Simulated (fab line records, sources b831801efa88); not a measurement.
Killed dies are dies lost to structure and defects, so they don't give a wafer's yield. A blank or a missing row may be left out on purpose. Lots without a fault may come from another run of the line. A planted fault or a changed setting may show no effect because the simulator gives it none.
A struck lot beside a sound one | flow sky130 | 15 steps out of a route of 708
Sound: wafers L582.1, L582.4, L582.6. Struck: wafers L594.1, L594.3, L594.6. The cause comes at the end.
At each step with rows: each side's tool, then ch and its chambers, then its first start. Under that, the readings that differ: sound wafers | struck wafers | difference of the means | sigmas: that difference in standard deviations of wafers without a fault.
alike: readings whose means differ by less than 2 such deviations, and words and numbers that are the same on both sides. not compared: withheld readings, readings that some wafer has no value for, bounds like >300 that may hide the same value, and numbers for which the record gives no deviation and whose values overlap.
The two part at a step that has a row with sigmas, a row that says differs or no value, or rows on one side only. Numbers that don't overlap but have no deviation are shown without sigmas and don't part them. A reading that every wafer of one side lacks parts them only if that side has two wafers or more.

SKY_METAL5_STRIP_16: strips in O2/N2.
  sound on plasma_asher-02 ch 0,1, day 44 01:48; struck on plasma_asher-03 ch 0,1, day 47 06:45
  alike: drypump_motor_current_A, o2_flow_sccm, oes_product_au, strip_time_to_endpoint_s
  not compared: rf_hours_counter_h
then, 3 steps without rows for these wafers: SKY_METAL5_STRIP_17 (strips in post etch residue remover, time 1200 s); SKY_METAL5_CLEAN_18 (cleans in IPA, time 180 s); SKY_METAL5_CLEAN_19 (cleans in O3/DIW).
SKY_PASSIVATION_CVD_00: deposits SiO2, target thk 90 nm.
  sound on pecvd-03 ch 1,2, day 44 02:24; struck on pecvd-04 ch 0,1, day 47 07:21
  alike: heater_power_w
SKY_PASSIVATION_THK_MEAS_01:
  sound on film_metro-02, day 44 02:25; struck on film_metro-01, day 47 07:22
  alike: PASSIVATION_CVD_00_THK
SKY_PASSIVATION_CVD_02: deposits Si3N4, target thk 540 nm.
  sound on pecvd-04 ch 0,1,2, day 44 02:29; struck on pecvd-03 ch 0,2, day 47 07:26
  alike: heater_power_w
SKY_PASSIVATION_THK_MEAS_03:
  sound on film_metro-01, day 44 02:43; struck on film_metro-01, day 47 07:40
  alike: PASSIVATION_CVD_02_THK
then, 4 steps without rows for these wafers: SKY_PASSIVATION_DEHYDRATE_04 (time 60 s); SKY_PASSIVATION_HMDS_05 (prime time 60 s); SKY_PASSIVATION_COAT_06 (resist thk 3000 nm); SKY_PASSIVATION_SOFTBAKE_07.
SKY_PASSIVATION_EXPOSE_08: exposes mask NSM, target cd 3000 nm.
  sound on iline_stepper-01 ch 0, day 44 13:53; struck on iline_stepper-02 ch 0, day 47 17:11
  reading              | sound                | struck               | difference | sigmas
  exposure_dose_mJ_cm2 | 259.73 259.56 260.07 | 269.07 268.74 268.78 | +9.08      | +38
  alike: mask
then, 1 step without rows for these wafers: SKY_PASSIVATION_PEB_09.
SKY_PAD_OPEN_PROBE_99:
  sound on prober-02, day 45 23:26; struck on prober-02, day 48 22:48
  alike: defect_limited_yield, killed_at_M0_to_M3, killed_at_M4_up, killed_at_contacts, killed_at_front_end, killed_at_other, killed_dies, killed_open, killed_short, sort_bin_3_pad_short, sort_bin_5_function, sort_bin_6_memory, sort_n_pass, sort_yield_pct

WHERE THEY PART
Only at SKY_PASSIVATION_EXPOSE_08, within this record. Later steps at which nothing parts them and some readings are alike: SKY_PAD_OPEN_PROBE_99.

WHY: what the simulator had put in
Process parameter drift: iline_stepper-02, from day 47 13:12 on, at SKY_PASSIVATION_EXPOSE_08. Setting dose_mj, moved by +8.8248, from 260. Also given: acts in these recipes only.
